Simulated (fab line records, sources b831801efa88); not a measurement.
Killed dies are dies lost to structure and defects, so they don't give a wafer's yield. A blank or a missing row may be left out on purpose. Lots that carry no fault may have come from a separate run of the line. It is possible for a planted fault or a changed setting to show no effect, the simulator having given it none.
Check of tool commonality :: flow gf180mcu :: Sample size 11 lots and 33 wafers

## REASON IT WAS OPENED
2 of 11 lots carry a flag on the reading HV_LDD_RS at GF_HV_LDD_RS_MEAS_53. Wafers without a fault read 417.4 ohm/sq, standard deviation 0.93.
Rule: a lot is flagged in two cases, either no wafer of it has a number, or all its wafers with numbers fall more than 4 standard deviations from that mean. All remaining lots are regarded as sound.

lot: L441
measured: day 12 11:55
on: film metro-02
HV_LDD_RS (ohm/sq), wafer by wafer: 418.1 417.8 416.7
flag: 

lot: L443
measured: day 13 05:59
on: film metro-01
HV_LDD_RS (ohm/sq), wafer by wafer: 417.7 417.9 418.0
flag: 

lot: L448
measured: day 14 13:53
on: film metro-02
HV_LDD_RS (ohm/sq), wafer by wafer: 412.6 412.6 412.3
flag: FLAGGED

lot: L449
measured: day 15 02:11
on: film metro-02
HV_LDD_RS (ohm/sq), wafer by wafer: 410.8 411.1 409.8
flag: FLAGGED

lot: L454
measured: day 16 20:07
on: film metro-02
HV_LDD_RS (ohm/sq), wafer by wafer: 416.3 416.0 418.1
flag: 

lot: L455
measured: day 17 03:35
on: film metro-02
HV_LDD_RS (ohm/sq), wafer by wafer: 417.4 417.7 416.8
flag: 

lot: L457
measured: day 17 17:06
on: film metro-01
HV_LDD_RS (ohm/sq), wafer by wafer: 418.5 418.7 418.7
flag: 

lot: L458
measured: day 18 02:48
on: film metro-01
HV_LDD_RS (ohm/sq), wafer by wafer: 418.4 417.8 419.0
flag: 

lot: L459
measured: day 18 10:14
on: film metro-02
HV_LDD_RS (ohm/sq), wafer by wafer: 417.5 418.1 417.8
flag: 

lot: L461
measured: day 19 03:43
on: film metro-02
HV_LDD_RS (ohm/sq), wafer by wafer: 417.3 417.1 416.7
flag: 

lot: L464
measured: day 20 04:39
on: film metro-04
HV_LDD_RS (ohm/sq), wafer by wafer: 415.3 416.5 415.7
flag: 
Average over the flagged lots: 411.5 ohm/sq; offset from the usual -5.9 ohm/sq, equal to -6 standard deviations.

## WHICH TOOL RAN EACH LOT
Before the reading, the record contains 2 process steps out of a 602-step route. Cell contents, in order: the tool; ch with the chambers the sampled wafers went through; the start.
lot: L441
flag: 
GF_STI_STRIP_15: plasma asher-02 ch 0,1, day 2 02:40
GF_HV_LDD_IMPLANT_35: implanter-01 ch 0, day 11 16:21

lot: L443
flag: 
GF_STI_STRIP_15: plasma asher-02 ch 0,1, day 2 15:40
GF_HV_LDD_IMPLANT_35: implanter-01 ch 0, day 12 09:16

lot: L448
flag: FLAGGED
GF_STI_STRIP_15: plasma asher-03 ch 0, day 3 13:19
GF_HV_LDD_IMPLANT_35: implanter-01 ch 0, day 13 16:20

lot: L449
flag: FLAGGED
GF_STI_STRIP_15: plasma asher-03 ch 0,1, day 3 19:04
GF_HV_LDD_IMPLANT_35: implanter-01 ch 0, day 14 05:13

lot: L454
flag: 
GF_STI_STRIP_15: plasma asher-02 ch 0,1, day 4 19:49
GF_HV_LDD_IMPLANT_35: implanter-03 ch 0, day 15 20:38

lot: L455
flag: 
GF_STI_STRIP_15: plasma asher-01 ch 0,1, day 5 01:59
GF_HV_LDD_IMPLANT_35: implanter-03 ch 0, day 16 04:36

lot: L457
flag: 
GF_STI_STRIP_15: plasma asher-01 ch 0,1, day 5 12:59
GF_HV_LDD_IMPLANT_35: implanter-03 ch 0, day 16 17:43

lot: L458
flag: 
GF_STI_STRIP_15: plasma asher-02 ch 0,1, day 5 18:34
GF_HV_LDD_IMPLANT_35: implanter-01 ch 0, day 17 03:04

lot: L459
flag: 
GF_STI_STRIP_15: plasma asher-01 ch 0,1, day 5 22:04
GF_HV_LDD_IMPLANT_35: implanter-03 ch 0, day 17 10:49

lot: L461
flag: 
GF_STI_STRIP_15: plasma asher-02 ch 0,1, day 6 08:57
GF_HV_LDD_IMPLANT_35: implanter-01 ch 0, day 18 02:54

lot: L464
flag: 
GF_STI_STRIP_15: plasma asher-03 ch 0, day 7 00:22
GF_HV_LDD_IMPLANT_35: implanter-03 ch 0, day 19 03:22
What is done by these steps:
- GF_STI_STRIP_15: strips in O2/N2.
- GF_HV_LDD_IMPLANT_35
- GF_HV_LDD_RS_MEAS_53: measures by four-point-probe.

## FLAGGED AGAINST TOTAL, ONE TOOL AT A TIME (gauges that did the reading follow at the end)
step: GF_STI_STRIP_15
tool: plasma asher-01
lots run: 3
flagged: 0
share of the flagged lots: none
sound lots run after its first flagged lot: -

step: GF_STI_STRIP_15
tool: plasma asher-02
lots run: 5
flagged: 0
share of the flagged lots: none
sound lots run after its first flagged lot: -

step: GF_STI_STRIP_15
tool: plasma asher-03
lots run: 3
flagged: 2
share of the flagged lots: all
sound lots run after its first flagged lot: 1 (L464)

step: GF_HV_LDD_IMPLANT_35
tool: implanter-01
lots run: 6
flagged: 2
share of the flagged lots: all
sound lots run after its first flagged lot: 2 (L458,L461)

step: GF_HV_LDD_IMPLANT_35
tool: implanter-03
lots run: 5
flagged: 0
share of the flagged lots: none
sound lots run after its first flagged lot: -

step: GF_HV_LDD_RS_MEAS_53
tool: film metro-01
lots run: 3
flagged: 0
share of the flagged lots: none
sound lots run after its first flagged lot: -

step: GF_HV_LDD_RS_MEAS_53
tool: film metro-02
lots run: 7
flagged: 2
share of the flagged lots: all
sound lots run after its first flagged lot: 4 (L454,L455,L459,L461)

step: GF_HV_LDD_RS_MEAS_53
tool: film metro-04
lots run: 1
flagged: 0
share of the flagged lots: none
sound lots run after its first flagged lot: -

## WHAT IS ALLOWED BY THE TABLE
3 rows of the table ran every flagged lot: plasma asher-03 at GF_STI_STRIP_15, implanter-01 at GF_HV_LDD_IMPLANT_35, film metro-02 at GF_HV_LDD_RS_MEAS_53.
- plasma asher-03 at GF_STI_STRIP_15: 2 of its 3 lots flagged. Lots that were sound ran on it after the first flagged one (L464); a persistent fault on the entire tool would not allow that.
- implanter-01 at GF_HV_LDD_IMPLANT_35: 2 of its 6 lots flagged. Lots that were sound ran on it after the first flagged one (L458, L461); a persistent fault on the entire tool would not allow that. Its own readings (dose ions cm2, faraday current uA) fall more than 4 standard deviations out on all wafers of the flagged lots.
- film metro-02 at GF_HV_LDD_RS_MEAS_53: 2 of its 7 lots flagged. Lots that were sound ran on it after the first flagged one (L454, L455, L459, L461); a persistent fault on the entire tool would not allow that.
There is no row in the table that ran each flagged lot and no sound lot after the first.

## WHAT HAD BEEN PUT IN BY THE SIMULATOR
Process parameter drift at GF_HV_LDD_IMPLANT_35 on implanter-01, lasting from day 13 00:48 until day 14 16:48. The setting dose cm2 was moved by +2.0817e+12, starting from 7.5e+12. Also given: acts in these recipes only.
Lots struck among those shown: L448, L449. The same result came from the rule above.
